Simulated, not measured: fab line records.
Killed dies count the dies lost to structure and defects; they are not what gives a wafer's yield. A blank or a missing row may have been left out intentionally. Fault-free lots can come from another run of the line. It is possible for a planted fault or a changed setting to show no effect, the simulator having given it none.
Matching of chambers | flow gf180mcu | pecvd-03 running GF_V1_CVD_02: 3 sister chambers
The step deposits SiO2 from TEOS, target thk 850 nm, time 94.851 s. 3 wafers are shown with their chamber, then 7 later ones without.

== EACH WAFER AND ITS CHAMBER ==
wafer  | chamber | heaterPowerW (W)
L578.3 | 1       | 644
L580.3 | 0       | 587
L580.5 | 2       | 717

== WAFERS WITH NO CHAMBER GIVEN ==
wafer  | heaterPowerW (W)
L580.6 | 451
L581.1 | 672
L581.3 | 683
L581.5 | 548
L582.2 | 575
L582.3 | 503
L582.6 | 711

== THE CHAMBER EACH PASSED THROUGH ==
wafer  | from the rows above          | in truth
L580.6 | can't be placed: 0 or 1      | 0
L581.1 | can't be placed: 1 or 2 or 0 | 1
L581.3 | can't be placed: 2 or 1 or 0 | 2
L581.5 | can't be placed: 0 or 1      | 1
L582.2 | can't be placed: 0 or 1      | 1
L582.3 | can't be placed: 0 or 1      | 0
L582.6 | can't be placed: 2 or 1 or 0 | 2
0 of 7 placed correctly. Cannot be placed on the basis of these rows: 7; the candidates contain the true chamber in 7. Number placed wrongly: 0.
How it was worked out, from the rows above alone: a wafer's distance from a chamber is the root of the sum, over the readings, of the square of ((its reading less the chamber's mean) divided by the reading's scatter). The wafer belongs to the nearest chamber; if the next one is less than 2 further off, it can't be placed. For every chamber, the mean is computed from those of its wafers that are shown. The scatter (one wafer shown for each chamber): square how far every hidden wafer sits from the nearest shown wafer, average those squares and take the square root.
